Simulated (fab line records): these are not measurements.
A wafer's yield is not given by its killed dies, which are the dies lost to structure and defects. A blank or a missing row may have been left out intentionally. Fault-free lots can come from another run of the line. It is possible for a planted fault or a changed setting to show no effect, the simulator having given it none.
Comparing a struck lot with a sound one | flow sky130 | 14 steps out of a route of 708
Sound: these wafers, L482.1, L482.3, L482.5. The struck wafers were L474.1, L474.5, L474.6. The cause is named last.
Each step with rows lists, per side, the tool, then ch with its chambers, then its first start. Under that, the readings that differ: sound wafers | struck wafers | difference of the means | sigmas: that difference in standard deviations of wafers without a fault.
alike: same words and numbers on both sides, and readings whose means sit less than 2 such deviations apart. not compared: any withheld reading, any reading some wafer has no value for, any bound like >300 that may hide the same value, and any number with overlapping values for which the record gives no deviation.
A row with sigmas, a row that says differs or no value, or rows on one side alone: a step with any of these is where the two part. Numbers that have no deviation but don't overlap get no sigmas and don't part them. Lack of a reading on every wafer of one side parts them only where that side has two or more wafers.

first, 4 steps without rows for these wafers: SKY_VIA2_SOFTBAKE_08 (time 90 s); SKY_VIA2_EXPOSE_09 (exposes mask VIM2, target cd 200 nm); SKY_VIA2_PEB_10; SKY_VIA2_DEVELOP_11 (develop time 60 s).
SKY_VIA2_CD_MEAS_12: target cd 200 nm.
  sound: cd sem-01 at day 43 11:19; struck: cd sem-01 at day 40 13:33
  alike: cd nm
SKY_VIA2_OVL_MEAS_13:
  sound: overlay-02 at day 43 11:26; struck: overlay-01 at day 40 13:40
  alike: VIA2_OVL
SKY_VIA2_ETCH_14: etches BARC in N2/H2, stops on SiO2, time 45.9 s, target depth 60 nm.
  sound on rie diel-02 ch 0,2, day 43 11:28; struck on rie diel-02 ch 1,2, day 40 13:42
  reading                | sound                | struck               | difference | sigmas
  throttle valve pct (%) | 13.232 13.246 13.236 | 13.223 13.219 13.214 | -0.019     | -2
  alike: drypump motor current A, oes product au
  not compared: rf hours counter h
SKY_VIA2_ETCH_15: etches SiO2 in C4F8/O2/Ar, stops on TiN, target depth 546 nm, time 84 s.
  sound on rie diel-02 ch 0,2, day 43 11:31; struck on rie diel-02 ch 1,2, day 40 13:45
  alike: oes product au
  not compared: rf hours counter h
SKY_VIA2_STRIP_16: strips in O2/N2.
  sound on plasma asher-02 ch 0,1, day 43 11:35; struck on plasma asher-01 ch 0,1, day 40 13:49
  reading                     | sound       | struck      | difference | sigmas
  drypump motor current A (A) | 5.5 5.4 5.5 | 6.4 6.4 6.5 | +1.0       | +2
  alike: oes product au, strip time to endpoint s
  not compared: rf hours counter h
then, 3 steps without rows for these wafers: SKY_VIA2_STRIP_17 (strips in post etch residue remover, time 1200 s); SKY_VIA2_CLEAN_18 (cleans in IPA, time 180 s); SKY_VIA2_CLEAN_19 (cleans in O3/DIW).
SKY_VIA2_SPUTTER_20: material TiN, target thk 20 nm, time 80 s.
  sound: pvd sputter-03 at day 43 12:10; struck: pvd sputter-04 at day 40 14:24
  no value came back on the struck wafers for cathode dc power W (W), chamber pressure pa (Pa), throttle valve pct (%); on the sound wafers cathode dc power W (W) reads 3999.6 4000.8 4000.0
SKY_VIA2_CVD_21: deposits W, target thk 420 nm, time 126.4 s.
  sound on cvd w-02 ch 0,1, day 43 12:14; struck on cvd w-01 ch 0,1, day 40 14:28
  alike: heater power w

## WHERE THEY PART
Earliest at SKY_VIA2_ETCH_14; latest, in this record, at SKY_VIA2_SPUTTER_20. Later steps at which nothing parts them and some readings are alike: SKY_VIA2_CVD_21.

WHY: whatever the simulator had introduced
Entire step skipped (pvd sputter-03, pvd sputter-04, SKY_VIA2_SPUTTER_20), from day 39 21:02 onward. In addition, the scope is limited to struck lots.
